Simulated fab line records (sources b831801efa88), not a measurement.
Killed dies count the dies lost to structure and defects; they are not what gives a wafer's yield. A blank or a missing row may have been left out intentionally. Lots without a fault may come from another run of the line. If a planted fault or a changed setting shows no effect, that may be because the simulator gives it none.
Chamber matching + flow sfq-line + SFQ_TRILAYER_I2_CMP_CMP_064 on cmp-01: 4 sister chambers
The step polishes SiO2. 8 wafers are shown with their chamber, then 9 later ones without.

WAFERS WITH THEIR CHAMBER
| wafer  | chamber | motor-current-A (A) | time-to-endpoint-s (s) |
|--------|---------|---------------------|------------------------|
| L170.5 | 2       | 10.0                | 211                    |
| L174.1 | 2       | 9.9                 | 209                    |
| L184.2 | 1       | 11.5                | 211                    |
| L184.5 | 3       | 11.5                | 212                    |
| L185.2 | 3       | 11.2                | 225                    |
| L186.1 | 0       | 10.8                | 216                    |
| L186.5 | 0       | 11.3                | 230                    |
| L186.6 | 1       | 11.9                | 225                    |

WAFERS WITHOUT THEIR CHAMBER
| wafer  | motor-current-A (A) | time-to-endpoint-s (s) |
|--------|---------------------|------------------------|
| L189.1 | 9.8                 | 211                    |
| L189.5 | 11.2                | 222                    |
| L189.6 | 11.7                | 214                    |
| L191.1 | 9.9                 | 216                    |
| L191.2 | 12.1                | 219                    |
| L191.5 | 11.2                | 221                    |
| L192.4 | 10.9                | 218                    |
| L192.2 | 12.4                | 213                    |
| L192.6 | 11.8                | 213                    |

EACH ONE'S CHAMBER
| wafer  | from the rows above          | in truth |
|--------|------------------------------|----------|
| L189.1 | 2                            | 2        |
| L189.5 | can't be placed: 0 or 3 or 1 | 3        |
| L189.6 | can't be placed: 1 or 3      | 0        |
| L191.1 | 2                            | 2        |
| L191.2 | can't be placed: 1 or 3      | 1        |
| L191.5 | can't be placed: 0 or 3 or 1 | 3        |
| L192.4 | can't be placed: 0 or 3      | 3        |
| L192.2 | can't be placed: 1 or 3      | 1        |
| L192.6 | can't be placed: 1 or 3      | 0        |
Placed correctly: 2 of 9. These rows do not allow placing 7 (true chamber among the candidates in 5). Wrongly placed: 0.
How it was worked out, from the rows above alone: a wafer's distance from a chamber is the root of the sum, over the readings, of the square of ((its reading less the chamber's mean) divided by the reading's scatter). If the next closest chamber is less than 2 further off than the closest, the wafer can't be placed; otherwise it belongs to the closest. The mean given for a chamber averages the wafers shown for that chamber. How the scatter is found: for the shown wafers, subtract from each reading the mean of its chamber, square and add these, divide the total by (wafers less chambers), then take the root.
